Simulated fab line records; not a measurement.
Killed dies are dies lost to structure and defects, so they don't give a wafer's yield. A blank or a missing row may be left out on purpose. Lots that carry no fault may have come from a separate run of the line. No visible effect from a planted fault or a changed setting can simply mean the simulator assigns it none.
Which tool was responsible? :: flow gf180mcu :: 13 lots, 39 wafers sampled, at 1 step of a route of 602

WHAT THE GAUGES SHOWED, per wafer
GF_M2_THK_MEAS_06: measures by xrf. Usual: M2_ALCU_THK 451 nm, standard deviation 6.2.
lot: L198
measured: day 17 23:35
on: film_metro-02
M2_ALCU_THK (nm): 466 464 457
flag: 

lot: L199
measured: day 18 10:44
on: film_metro-04
M2_ALCU_THK (nm): 449 445 447
flag: 

lot: L200
measured: day 18 23:31
on: film_metro-04
M2_ALCU_THK (nm): 455 455 459
flag: 

lot: L201
measured: day 19 02:30
on: film_metro-01
M2_ALCU_THK (nm): 444 447 448
flag: 

lot: L202
measured: day 19 16:32
on: film_metro-01
M2_ALCU_THK (nm): 439 444 442
flag: 

lot: L203
measured: day 20 04:14
on: film_metro-01
M2_ALCU_THK (nm): 455 455 457
flag: 

lot: L208
measured: day 22 01:45
on: film_metro-01
M2_ALCU_THK (nm): 448 456 455
flag: 

lot: L212
measured: day 23 10:26
on: film_metro-01
M2_ALCU_THK (nm): 453 455 451
flag: 

lot: L216
measured: day 24 16:19
on: film_metro-01
M2_ALCU_THK (nm): 440 445 444
flag: 

lot: L217
measured: day 25 11:53
on: film_metro-04
M2_ALCU_THK (nm): 451 449 454
flag: 

lot: L220
measured: day 25 19:44
on: film_metro-02
M2_ALCU_THK (nm): 461 454 457
flag: 

lot: L219
measured: day 25 21:19
on: film_metro-01
M2_ALCU_THK (nm): 443 444 442
flag: 

lot: L221
measured: day 26 09:09
on: film_metro-01
M2_ALCU_THK (nm): 447 452 454
flag: 

WHAT TOOL EACH LOT RAN ON (gives the tool, then ch and the chambers of the sampled wafers, and finally the start)
The record holds no process step before these readings.

AS READ BY THE TOOLS THEMSELVES (means over the sampled wafers that have a number; for cases with no such wafer, the mark the record gives instead)
The record holds no such reading with a usual standard deviation.

THE ANSWER, worked out from the rows above alone
Rule: lot off if the mean of its wafers having a number is beyond 3 standard deviations from the usual mean. A lot without any number at a reading at which 4 lots or more have one is off too. Any other lot the step has rows for is counted as sound. Order of review: gauges by route order, followed by the tools' own readings, for which a lot's mean as printed above is used. At the first step where some lot is off, the reading lying furthest off is the one used; lots without a number count as furthest.
Nothing can be told from this: no lot is off at any reading shown.

WHAT THE SIMULATOR PUT IN
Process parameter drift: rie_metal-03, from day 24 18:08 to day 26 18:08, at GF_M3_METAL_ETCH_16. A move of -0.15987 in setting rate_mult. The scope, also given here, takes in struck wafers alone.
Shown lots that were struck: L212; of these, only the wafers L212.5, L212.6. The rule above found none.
